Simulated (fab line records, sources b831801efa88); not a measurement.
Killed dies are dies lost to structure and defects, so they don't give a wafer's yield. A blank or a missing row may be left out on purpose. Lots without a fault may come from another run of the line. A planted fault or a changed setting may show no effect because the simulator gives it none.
Chamber matching | flow gf180mcu | GF_CONTACT_CMP_04 on cmp-02: 4 sister chambers
The step polishes SiO2. 22 wafers are shown with their chamber, then 11 later ones without.

WAFERS WITH THEIR CHAMBER
wafer  | chamber | motor_current_A (A) | time_to_endpoint_s (s)
L075.1 | 1       | 10.6                | 96
L075.2 | 3       | 11.6                | 112
L075.3 | 2       | 12.7                | 104
L075.4 | 0       | 11.5                | 103
L075.5 | 3       | 11.2                | 112
L075.6 | 2       | 13.1                | 112
L080.1 | 0       | 11.1                | 110
L080.3 | 3       | 11.2                | 124
L080.5 | 1       | 10.1                | 122
L081.2 | 0       | 11.4                | 104
L081.3 | 2       | 13.5                | 118
L081.5 | 3       | 12.1                | 120
L084.2 | 3       | 12.1                | 120
L084.4 | 2       | 12.2                | 125
L084.5 | 3       | 11.3                | 136
L085.3 | 0       | 11.2                | 99
L085.5 | 1       | 10.4                | 108
L085.6 | 2       | 13.1                | 114
L089.1 | 3       | 12.4                | 115
L089.2 | 2       | 12.9                | 106
L089.6 | 1       | 10.3                | 107
L090.2 | 1       | 10.5                | 101

SIGNATURES (means of the wafers above)
reading            | chamber 0 | chamber 1 | chamber 2 | chamber 3 | scatter within a chamber
motor_current_A    | 11.300    | 10.380    | 12.917    | 11.700    | 0.387
time_to_endpoint_s | 104.00    | 106.80    | 113.17    | 119.86    | 8.06
Rule: a wafer's distance from a chamber is the root of the sum, over the readings, of the square of ((its reading less the chamber's mean) divided by the reading's scatter). The wafer belongs to the nearest chamber; if the next one is less than 2 further off, it can't be placed. The scatter: the root of (the sum of the squares of (reading less its chamber's mean) over the shown wafers, divided by (wafers less chambers)).

WAFERS WITHOUT THEIR CHAMBER
wafer  | motor_current_A (A) | time_to_endpoint_s (s)
L090.4 | 11.4                | 118
L090.5 | 12.9                | 114
L091.3 | 10.7                | 103
L091.5 | 11.3                | 118
L091.6 | 12.5                | 112
L093.1 | 10.0                | 107
L093.2 | 13.0                | 114
L093.5 | 11.7                | 120
L094.1 | 11.9                | 113
L094.4 | 11.5                | 108
L094.6 | 11.2                | 105

WHICH CHAMBER EACH WENT THROUGH
wafer  | from the rows above          | in truth
L090.4 | can't be placed: 3 or 0      | 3
L090.5 | 2                            | 2
L091.3 | can't be placed: 1 or 0      | 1
L091.5 | can't be placed: 3 or 0 or 1 | 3
L091.6 | can't be placed: 2 or 3      | 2
L093.1 | 1                            | 1
L093.2 | 2                            | 2
L093.5 | 3                            | 3
L094.1 | can't be placed: 3 or 0 or 2 | 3
L094.4 | can't be placed: 0 or 3      | 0
L094.6 | can't be placed: 0 or 1 or 3 | 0
Placed correctly: 4 of 11. Can't be placed from these rows: 7 (the true chamber is among the candidates in 7). Placed wrongly: 0.
